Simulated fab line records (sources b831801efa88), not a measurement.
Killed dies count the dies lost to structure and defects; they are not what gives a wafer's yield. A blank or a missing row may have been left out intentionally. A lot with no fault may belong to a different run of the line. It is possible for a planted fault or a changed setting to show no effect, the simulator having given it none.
Split-lot trial + flow gf180mcu + 5 lots, 23 wafers read, on a route of 602 steps

== ON THE SPLIT ==
At GF_V5_CMP_04 (polishes SiO2), the setting leave above ref nm was moved away from the recipe's 855 nm on 11 of the 23 wafers read, by -6.8% to +4.9%. The other wafers ran this setting at the recipe's value.

Between the split and the reading, the file records no step.

== THE READING ==
oes product au, in a.u., at GF_V5_ETCH_17 (etches SiO2 in C4F8/O2/Ar, stops on TiN, target depth 855 nm). Fault-free wafers of this fab line usually give 0.859 a.u., standard deviation 0.0046 a.u.

| wafer  | tool, chamber at the split | leave above ref nm as run, nm | against the recipe | oes product au, a.u. | against lot-mates on the recipe |
|--------|----------------------------|-------------------------------|--------------------|----------------------|---------------------------------|
| L074.2 | cmp-02, 0                  | 879.3                         | +2.8%              | 0.863                | +0.008                          |
| L074.3 | cmp-02, 3                  | 879.3                         | +2.8%              | 0.877                | +0.022                          |
| L074.4 | cmp-02, 1                  | 855                           | recipe             | 0.854                | -                               |
| L074.5 | cmp-02, 3                  | 879.3                         | +2.8%              | 0.869                | +0.014                          |
| L074.6 | cmp-02, 2                  | 855                           | recipe             | 0.856                | -                               |
| L076.1 | cmp-01, 3                  | 855                           | recipe             | 0.858                | -                               |
| L076.3 | cmp-01, 1                  | 855                           | recipe             | 0.869                | -                               |
| L076.6 | cmp-01, 0                  | 855                           | recipe             | 0.847                | -                               |
| L077.1 | cmp-02, 2                  | 855                           | recipe             | 0.863                | -                               |
| L077.2 | cmp-02, 0                  | 855                           | recipe             | 0.858                | -                               |
| L077.4 | cmp-02, 1                  | 796.9                         | -6.8%              | 0.827                | -0.034                          |
| L077.5 | cmp-02, 0                  | 796.9                         | -6.8%              | 0.826                | -0.035                          |
| L077.6 | cmp-02, 1                  | 855                           | recipe             | 0.863                | -                               |
| L079.2 | cmp-01, 0                  | 855                           | recipe             | 0.864                | -                               |
| L079.3 | cmp-01, 1                  | 896.6                         | +4.9%              | 0.881                | +0.022                          |
| L079.4 | cmp-01, 3                  | 896.6                         | +4.9%              | 0.881                | +0.022                          |
| L079.5 | cmp-01, 0                  | 896.6                         | +4.9%              | 0.886                | +0.027                          |
| L079.6 | cmp-01, 1                  | 855                           | recipe             | 0.853                | -                               |
| L083.1 | cmp-01, 0                  | 855                           | recipe             | 0.858                | -                               |
| L083.2 | cmp-01, 2                  | 889                           | +4.0%              | 0.874                | +0.017                          |
| L083.3 | cmp-01, 3                  | 855                           | recipe             | 0.857                | -                               |
| L083.4 | cmp-01, 1                  | 889                           | +4.0%              | 0.883                | +0.026                          |
| L083.5 | cmp-01, 2                  | 889                           | +4.0%              | 0.878                | +0.021                          |

THE FIT
A straight line over all 23 wafers: oes product au changes by +0.00477 a.u. for each +1% of leave above ref nm; r = +0.95; the points scatter about the line by 0.0051 a.u.
The same after taking each lot's own level away (the mean of its wafers on the recipe; 23 wafers): +0.00511 a.u. for each +1%; r = +0.96; scatter 0.0048 a.u.
That fit puts the effect of the largest move of leave above ref nm on the reading at 0.035 a.u.
Measured against the standard deviation above, the lots' own levels, which go from 0.8550 to 0.8613 a.u., span 1.4 times it.
The two slopes agree, so the slope changes little with the lot-to-lot level.
Check: -0.0349 a.u. against its lot-mates is what the line predicts for one of the wafers moved furthest among these (-6.8%) when that wafer is left out of the fit. Against them it came out at -0.0343 a.u.

== OTHER SPLITS APPLIED TO THESE WAFERS ==
Note: prior to the reading, these wafers also went through further splits. Each is held against what the fit with the lots' levels taken away leaves over:
| other split on the same wafers | wafers away from the commonest value | r with oes product au (lot level and that fit taken away) |
|--------------------------------|--------------------------------------|-----------------------------------------------------------|
| GF_M4_SPUTTER_00 time s        | 10                                   | -0.05                                                     |
| GF_M4_SPUTTER_01 time s        | 7                                    | +0.01                                                     |
| GF_M4_METAL_ETCH_16 time s     | 10                                   | +0.03                                                     |
| GF_M4_STRIP_17 pressure mtorr  | 18                                   | -0.04                                                     |
| GF_V4_PEB_12 peb temp c        | 5                                    | -0.05                                                     |
| GF_V4_ETCH_17 bias w           | 8                                    | -0.02                                                     |

== THE WHOLE CHAIN: every reading that the file lists as answering this split, in the file's order ==
| step          | what it does                                                 | reading                                                                   | change (the file's fit)                   | r (the file's) |
|---------------|--------------------------------------------------------------|---------------------------------------------------------------------------|-------------------------------------------|----------------|
| GF_V5_CMP_04  | polishes SiO2                                                | SiO2_of_V5_CVD_02.thk nm (the simulator's own value, which no gauge read) | +8.52 nm for each +1% of the setting      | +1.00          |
| GF_V5_ETCH_17 | etches SiO2 in C4F8/O2/Ar, stops on TiN, target depth 855 nm | oes product au                                                            | +0.00513 a.u. for each +1% of the setting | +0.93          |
| GF_V5_ETCH_17 | etches SiO2 in C4F8/O2/Ar, stops on TiN, target depth 855 nm | V5.feature depth nm (the simulator's own value, which no gauge read)      | +8.57 nm for each +1% of the setting      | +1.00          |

== FILE'S OWN FIT ==
oes product au changes by +0.00513 a.u. for each +1% of leave above ref nm, r = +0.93.
